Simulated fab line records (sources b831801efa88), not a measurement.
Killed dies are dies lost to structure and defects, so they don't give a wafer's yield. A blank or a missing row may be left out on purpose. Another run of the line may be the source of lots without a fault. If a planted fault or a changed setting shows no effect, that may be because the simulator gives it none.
Which tool is to blame? || flow sky130 || 11 lots with 32 wafers sampled at 5 steps, on a route of 708 steps

## WHAT EACH GAUGE READ, for each wafer
SKY_SD_P_TW_MEAS_11. Usual: SD_P_TW typically reads 2857, with standard deviation 27.
{"lot": "L671", "measured": "day 25 08:29", "on": "film-metro-04", "SD_P_TW": "2883 2880 2896", "flag": ""}
{"lot": "L678", "measured": "day 27 22:32", "on": "film-metro-04", "SD_P_TW": "2853 2863", "flag": ""}
{"lot": "L680", "measured": "day 28 14:58", "on": "film-metro-04", "SD_P_TW": "2877 2880 2886", "flag": ""}
{"lot": "L682", "measured": "day 29 19:27", "on": "film-metro-02", "SD_P_TW": "2829 2825 2827", "flag": ""}
{"lot": "L685", "measured": "day 30 06:26", "on": "film-metro-04", "SD_P_TW": "2876 2889 2884", "flag": ""}
{"lot": "L689", "measured": "day 31 14:47", "on": "film-metro-02", "SD_P_TW": "2824 2815 2834", "flag": ""}
{"lot": "L690", "measured": "day 31 16:32", "on": "film-metro-04", "SD_P_TW": "2878 2882 2884", "flag": ""}
{"lot": "L691", "measured": "day 31 21:47", "on": "film-metro-04", "SD_P_TW": "2893 2895 2891", "flag": ""}
{"lot": "L692", "measured": "day 32 09:20", "on": "film-metro-04", "SD_P_TW": "2879 2870 2875", "flag": ""}
{"lot": "L693", "measured": "day 32 10:29", "on": "film-metro-04", "SD_P_TW": "2862 2876 2886", "flag": ""}
{"lot": "L694", "measured": "day 32 21:19", "on": "film-metro-04", "SD_P_TW": "2878 2879 2873", "flag": ""}

SKY_SD_N_TW_MEAS_12. Usual: SD_N_TW typically reads 4024, with standard deviation 35.
{"lot": "L671", "measured": "day 27 19:43", "on": "film-metro-01", "SD_N_TW": "3996 3984 3980", "flag": ""}
{"lot": "L678", "measured": "day 30 07:16", "on": "film-metro-04", "SD_N_TW": "4053 4056", "flag": ""}
{"lot": "L680", "measured": "day 30 23:23", "on": "film-metro-04", "SD_N_TW": "4069 4049 4049", "flag": ""}
{"lot": "L682", "measured": "day 32 02:32", "on": "film-metro-04", "SD_N_TW": "4072 4058 4046", "flag": ""}
{"lot": "L685", "measured": "day 32 13:35", "on": "film-metro-04", "SD_N_TW": "4040 4080 4047", "flag": ""}
{"lot": "L689", "measured": "day 33 19:14", "on": "film-metro-04", "SD_N_TW": "4050 4040 4065", "flag": ""}
{"lot": "L690", "measured": "day 33 21:47", "on": "film-metro-02", "SD_N_TW": "4001 4003 4002", "flag": ""}
{"lot": "L691", "measured": "day 34 04:00", "on": "film-metro-02", "SD_N_TW": "4003 4005 4016", "flag": ""}
{"lot": "L692", "measured": "day 34 13:56", "on": "film-metro-01", "SD_N_TW": "4008 3997 4001", "flag": ""}
{"lot": "L693", "measured": "day 34 15:05", "on": "film-metro-01", "SD_N_TW": "4006 4010 4006", "flag": ""}
{"lot": "L694", "measured": "day 35 01:23", "on": "film-metro-01", "SD_N_TW": "3979 3984 3995", "flag": ""}

SKY_LI_CONTACT_THK_MEAS_01. Usual: LI_CONTACT_HDPCVD_THK typically reads 928 nm, with standard deviation 7.9.
{"lot": "L671", "measured": "day 27 20:29", "on": "film-metro-02", "LI_CONTACT_HDPCVD_THK (nm)": "931 925 922", "flag": ""}
{"lot": "L678", "measured": "day 30 08:02", "on": "film-metro-01", "LI_CONTACT_HDPCVD_THK (nm)": "1207 1206 1207 1207", "flag": "OFF"}
{"lot": "L680", "measured": "day 31 00:09", "on": "film-metro-02", "LI_CONTACT_HDPCVD_THK (nm)": "921 1209 929 922 1210 930", "flag": "OFF"}
{"lot": "L682", "measured": "day 32 03:19", "on": "film-metro-02", "LI_CONTACT_HDPCVD_THK (nm)": "923 930 1207 923 931 1207", "flag": "OFF"}
{"lot": "L685", "measured": "day 32 14:20", "on": "film-metro-01", "LI_CONTACT_HDPCVD_THK (nm)": "923 939 916", "flag": ""}
{"lot": "L689", "measured": "day 33 19:59", "on": "film-metro-04", "LI_CONTACT_HDPCVD_THK (nm)": "924 929 926", "flag": ""}
{"lot": "L690", "measured": "day 33 22:36", "on": "film-metro-01", "LI_CONTACT_HDPCVD_THK (nm)": "934 944 938", "flag": ""}
{"lot": "L691", "measured": "day 34 04:46", "on": "film-metro-02", "LI_CONTACT_HDPCVD_THK (nm)": "942 939 941", "flag": ""}
{"lot": "L692", "measured": "day 34 14:45", "on": "film-metro-04", "LI_CONTACT_HDPCVD_THK (nm)": "928 939 933", "flag": ""}
{"lot": "L693", "measured": "day 34 15:51", "on": "film-metro-04", "LI_CONTACT_HDPCVD_THK (nm)": "910 916 921", "flag": ""}
{"lot": "L694", "measured": "day 35 02:13", "on": "film-metro-01", "LI_CONTACT_HDPCVD_THK (nm)": "933 931 929", "flag": ""}

## WHAT TOOL EACH LOT RAN ON (gives the tool, then ch and the chambers of the sampled wafers, and finally the start)
{"lot": "L671", "SKY_POLY_CUT_ETCH_10": "rie-diel-04 ch 1,3, day 24 02:35", "SKY_LI_CONTACT_HDPCVD_00": "hdpcvd-01 ch 0,2, day 27 20:23"}
{"lot": "L678", "SKY_POLY_CUT_ETCH_10": "rie-diel-01 ch 1,2, day 26 18:17", "SKY_LI_CONTACT_HDPCVD_00": "hdpcvd-02 ch 1,2, day 30 07:56"}
{"lot": "L680", "SKY_POLY_CUT_ETCH_10": "rie-diel-03 ch 1,2, day 27 09:47", "SKY_LI_CONTACT_HDPCVD_00": "hdpcvd-02 ch 1,2, day 31 00:02"}
{"lot": "L682", "SKY_POLY_CUT_ETCH_10": "rie-diel-01 ch 0,2,3, day 28 14:50", "SKY_LI_CONTACT_HDPCVD_00": "hdpcvd-02 ch 1,2, day 32 03:12"}
{"lot": "L685", "SKY_POLY_CUT_ETCH_10": "rie-diel-03 ch 0,1,2, day 29 02:17", "SKY_LI_CONTACT_HDPCVD_00": "hdpcvd-01 ch 0,1, day 32 14:14"}
{"lot": "L689", "SKY_POLY_CUT_ETCH_10": "rie-diel-01 ch 0,1,2, day 30 10:11", "SKY_LI_CONTACT_HDPCVD_00": "hdpcvd-01 ch 0,2, day 33 19:53"}
{"lot": "L690", "SKY_POLY_CUT_ETCH_10": "rie-diel-03 ch 0,2, day 30 12:47", "SKY_LI_CONTACT_HDPCVD_00": "hdpcvd-01 ch 1,2, day 33 22:30"}
{"lot": "L691", "SKY_POLY_CUT_ETCH_10": "rie-diel-03 ch 2,3, day 30 17:20", "SKY_LI_CONTACT_HDPCVD_00": "hdpcvd-01 ch 0,1, day 34 04:40"}
{"lot": "L692", "SKY_POLY_CUT_ETCH_10": "rie-diel-03 ch 0,2,3, day 31 05:26", "SKY_LI_CONTACT_HDPCVD_00": "hdpcvd-02 ch 0,1, day 34 14:39"}
{"lot": "L693", "SKY_POLY_CUT_ETCH_10": "rie-diel-04 ch 0,3, day 31 06:50", "SKY_LI_CONTACT_HDPCVD_00": "hdpcvd-02 ch 0,1,2, day 34 15:44"}
{"lot": "L694", "SKY_POLY_CUT_ETCH_10": "rie-diel-01 ch 1,2, day 31 17:56", "SKY_LI_CONTACT_HDPCVD_00": "hdpcvd-01 ch 0,1,2, day 35 02:07"}
- SKY_POLY_CUT_ETCH_10: etches BARC in N2/H2, stops on SiO2, time 45.9 s, target depth 60 nm.
- SKY_LI_CONTACT_HDPCVD_00: deposits PSG, target thk 930 nm, time 155 s.

## WHAT THE TOOLS THEMSELVES READ (means of the sampled wafers that have a number; where no wafer has one, the mark that the record gives instead)
SKY_POLY_CUT_ETCH_10. Usual: drypump-motor-current-A 5.7 A, standard deviation 0.5; oes-product-au 0.854 a.u., standard deviation 0.0048; throttle-valve-pct 13.224 %, standard deviation 0.0089.
{"lot": "L671", "tool": "rie-diel-04", "drypump-motor-current-A (A)": 6.0, "oes-product-au (a.u.)": 0.855, "throttle-valve-pct (%)": 13.222, "flag": ""}
{"lot": "L678", "tool": "rie-diel-01", "drypump-motor-current-A (A)": 6.0, "oes-product-au (a.u.)": 0.855, "throttle-valve-pct (%)": 13.227, "flag": ""}
{"lot": "L680", "tool": "rie-diel-03", "drypump-motor-current-A (A)": 5.7, "oes-product-au (a.u.)": 0.854, "throttle-valve-pct (%)": 13.222, "flag": ""}
{"lot": "L682", "tool": "rie-diel-01", "drypump-motor-current-A (A)": 5.7, "oes-product-au (a.u.)": 0.856, "throttle-valve-pct (%)": 13.219, "flag": ""}
{"lot": "L685", "tool": "rie-diel-03", "drypump-motor-current-A (A)": 5.8, "oes-product-au (a.u.)": 0.854, "throttle-valve-pct (%)": 13.234, "flag": ""}
{"lot": "L689", "tool": "rie-diel-01", "drypump-motor-current-A (A)": 5.7, "oes-product-au (a.u.)": 0.852, "throttle-valve-pct (%)": 13.223, "flag": ""}
{"lot": "L690", "tool": "rie-diel-03", "drypump-motor-current-A (A)": 5.4, "oes-product-au (a.u.)": 0.852, "throttle-valve-pct (%)": 13.223, "flag": ""}
{"lot": "L691", "tool": "rie-diel-03", "drypump-motor-current-A (A)": 5.5, "oes-product-au (a.u.)": 0.853, "throttle-valve-pct (%)": 13.237, "flag": ""}
{"lot": "L692", "tool": "rie-diel-03", "drypump-motor-current-A (A)": 5.5, "oes-product-au (a.u.)": 0.851, "throttle-valve-pct (%)": 13.218, "flag": ""}
{"lot": "L693", "tool": "rie-diel-04", "drypump-motor-current-A (A)": 5.8, "oes-product-au (a.u.)": 0.857, "throttle-valve-pct (%)": 13.221, "flag": ""}
{"lot": "L694", "tool": "rie-diel-01", "drypump-motor-current-A (A)": 6.2, "oes-product-au (a.u.)": 0.857, "throttle-valve-pct (%)": 13.228, "flag": ""}

SKY_LI_CONTACT_HDPCVD_00. Usual: 183.1 s for run-length-s, sd 0.33.
{"lot": "L671", "tool": "hdpcvd-01", "run-length-s (s)": 182.9, "flag": ""}
{"lot": "L678", "tool": "hdpcvd-02", "run-length-s (s)": 230.7, "flag": "OFF"}
{"lot": "L680", "tool": "hdpcvd-02", "run-length-s (s)": 199.0, "flag": "OFF"}
{"lot": "L682", "tool": "hdpcvd-02", "run-length-s (s)": 199.3, "flag": "OFF"}
{"lot": "L685", "tool": "hdpcvd-01", "run-length-s (s)": 182.9, "flag": ""}
{"lot": "L689", "tool": "hdpcvd-01", "run-length-s (s)": 183.0, "flag": ""}
{"lot": "L690", "tool": "hdpcvd-01", "run-length-s (s)": 183.3, "flag": ""}
{"lot": "L691", "tool": "hdpcvd-01", "run-length-s (s)": 183.2, "flag": ""}
{"lot": "L692", "tool": "hdpcvd-02", "run-length-s (s)": 182.8, "flag": ""}
{"lot": "L693", "tool": "hdpcvd-02", "run-length-s (s)": 182.9, "flag": ""}
{"lot": "L694", "tool": "hdpcvd-01", "run-length-s (s)": 183.0, "flag": ""}

## THE ANSWER, worked out from the rows above alone
Rule: a lot counts as off when the mean over its wafers that have a number is more than 3 standard deviations away from the usual mean. A lot without any number at a reading at which 4 lots or more have one is off too. Any other lot the step has rows for is counted as sound. The gauges are gone through in route order, then the tools' own readings, and for those a lot's mean is taken as printed above. At the first step where some lot is off, the reading lying furthest off is the one used; lots without a number count as furthest.
Off: L678, L680, L682, seen at SKY_LI_CONTACT_THK_MEAS_01 (LI_CONTACT_HDPCVD_THK).
If a tool, at a process step before that reading, ran all the lots that are off and no sound lot after the first of them, it fits. The gauges at SKY_LI_CONTACT_THK_MEAS_01 aren't tried: what is off there is off at SKY_LI_CONTACT_HDPCVD_00 too, on other tools, and a gauge's error can't cause that. No candidate that was tried fits.

## WHAT HAD BEEN PUT IN BY THE SIMULATOR
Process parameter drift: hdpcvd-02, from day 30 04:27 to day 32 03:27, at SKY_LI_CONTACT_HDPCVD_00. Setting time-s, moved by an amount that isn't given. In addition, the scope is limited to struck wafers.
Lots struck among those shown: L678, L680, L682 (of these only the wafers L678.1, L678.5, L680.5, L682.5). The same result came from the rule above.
